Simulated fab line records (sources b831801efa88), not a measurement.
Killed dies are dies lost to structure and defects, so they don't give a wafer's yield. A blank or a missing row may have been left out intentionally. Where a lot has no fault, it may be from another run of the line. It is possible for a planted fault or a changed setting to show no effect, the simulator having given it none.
Which tool was responsible?    flow gf180mcu    39 wafers from 13 lots sampled at 4 of the route's 602 steps

WHAT THE GAUGES READ, wafer by wafer
GF_PASSIVATION_BOW_MEAS_14.
lot   measured      on            PASSIVATION_BOW (um)
L415  day 28 22:53  filmMetro-04  158 161 151
L416  day 29 08:46  filmMetro-01  138 139 128
L417  day 29 18:54  filmMetro-01  135 123 136
L418  day 29 23:40  filmMetro-03  126 122 130
L419  day 30 08:32  filmMetro-01  141 139 138
L420  day 30 14:58  filmMetro-04  128 127 134
L421  day 30 16:14  filmMetro-01  139 126 119
L425  day 32 02:17  filmMetro-01  144 130 141
L434  day 34 03:25  filmMetro-03  137 155 140
L435  day 34 07:55  filmMetro-01  152 139 136
L436  day 34 13:08  filmMetro-01  124 118 134
L437  day 34 18:16  filmMetro-04  135 135 131
L438  day 35 04:53  filmMetro-04  137 139 141

TOOL THAT RAN EACH LOT (tool first, then ch and the chambers of the sampled wafers, then the start)
lot   GF_V2_CVD_00                      GF_M4_SPUTTER_03             GF_V4_SPUTTER_21
L415  hdpcvd-02 ch 0,1,2, day 19 03:52  pvdSputter-02, day 22 09:11  pvdSputter-01, day 24 08:50
L416  hdpcvd-01 ch 0,2, day 19 12:43    pvdSputter-02, day 22 18:45  pvdSputter-01, day 24 18:46
L417  hdpcvd-01 ch 0,1, day 20 04:48    pvdSputter-01, day 23 08:52  pvdSputter-01, day 25 06:44
L418  hdpcvd-01 ch 0,2, day 20 09:33    pvdSputter-01, day 23 13:05  pvdSputter-04, day 25 11:19
L419  hdpcvd-01 ch 1,2, day 20 20:07    pvdSputter-01, day 23 22:57  pvdSputter-01, day 25 20:33
L420  hdpcvd-01 ch 0,1, day 21 06:13    pvdSputter-02, day 24 08:27  pvdSputter-01, day 26 05:05
L421  hdpcvd-01 ch 1,2, day 21 08:37    pvdSputter-01, day 24 10:44  pvdSputter-03, day 26 07:09
L425  hdpcvd-01 ch 0,1,2, day 23 03:04  pvdSputter-01, day 26 03:32  pvdSputter-04, day 27 22:11
L434  hdpcvd-02 ch 1,2, day 25 21:29    pvdSputter-02, day 28 17:21  pvdSputter-01, day 30 09:04
L435  hdpcvd-01 ch 0,1,2, day 26 07:37  pvdSputter-01, day 29 01:08  pvdSputter-04, day 30 16:10
L436  hdpcvd-01 ch 0,1,2, day 26 11:28  pvdSputter-02, day 29 04:32  pvdSputter-04, day 30 19:34
L437  hdpcvd-02 ch 1,2, day 26 18:13    pvdSputter-01, day 29 10:44  pvdSputter-03, day 31 01:46
L438  hdpcvd-01 ch 1,2, day 27 10:06    pvdSputter-04, day 30 01:28  pvdSputter-03, day 31 15:25
- GF_V2_CVD_00: deposits SiO2, target thk 600 nm, time 100 s.
- GF_M4_SPUTTER_03: material Ti, target thk 10 nm, time 6.7 s.
- GF_V4_SPUTTER_21: material Ti, target thk 15 nm, time 80.02 s.

AS READ BY THE TOOLS THEMSELVES (means over the sampled wafers that have a number; for cases with no such wafer, the mark the record gives instead)
GF_M4_SPUTTER_03.
lot   tool           throttleValvePct (%)
L415  pvdSputter-02  29.6
L416  pvdSputter-02  28.6
L417  pvdSputter-01  29.2
L418  pvdSputter-01  30.6
L419  pvdSputter-01  30.4
L420  pvdSputter-02  29.7
L421  pvdSputter-01  30.3
L425  pvdSputter-01  29.8
L434  pvdSputter-02  29.3
L435  pvdSputter-01  29.6
L436  pvdSputter-02  29.0
L437  pvdSputter-01  29.1
L438  pvdSputter-04  28.9

GF_V4_SPUTTER_21.
lot   tool           throttleValvePct (%)
L415  pvdSputter-01  29.6
L416  pvdSputter-01  29.5
L417  pvdSputter-01  30.6
L418  pvdSputter-04  29.1
L419  pvdSputter-01  29.7
L420  pvdSputter-01  30.7
L421  pvdSputter-03  30.4
L425  pvdSputter-04  29.2
L434  pvdSputter-01  29.0
L435  pvdSputter-04  28.9
L436  pvdSputter-04  29.2
L437  pvdSputter-03  29.1
L438  pvdSputter-03  30.6

THE ANSWER, worked out from the rows above alone
Rule: the usual values come from the lots themselves. The widest of any qualifying gaps counts: lots, ordered by their means at a reading, are off when they make up no more than a third of the lots, leave a main group of 4 or more, and stand apart from it by 3 or more times the standard deviation of that group's means. If all means in a main group match to the digits the tables above print for the reading, that group is not used. Also off: a lot with no number at a reading for which 4 or more lots have one. The other lots that the step has rows for count as sound. Order of review: gauges by route order, followed by the tools' own readings, for which a lot's mean as printed above is used. The first step at which some lot is off is used, and at that step the reading that is off furthest; a lot without a number counts as furthest.
Nothing can be told from this: no lot is off at any reading shown.

WHAT HAD BEEN PUT IN BY THE SIMULATOR
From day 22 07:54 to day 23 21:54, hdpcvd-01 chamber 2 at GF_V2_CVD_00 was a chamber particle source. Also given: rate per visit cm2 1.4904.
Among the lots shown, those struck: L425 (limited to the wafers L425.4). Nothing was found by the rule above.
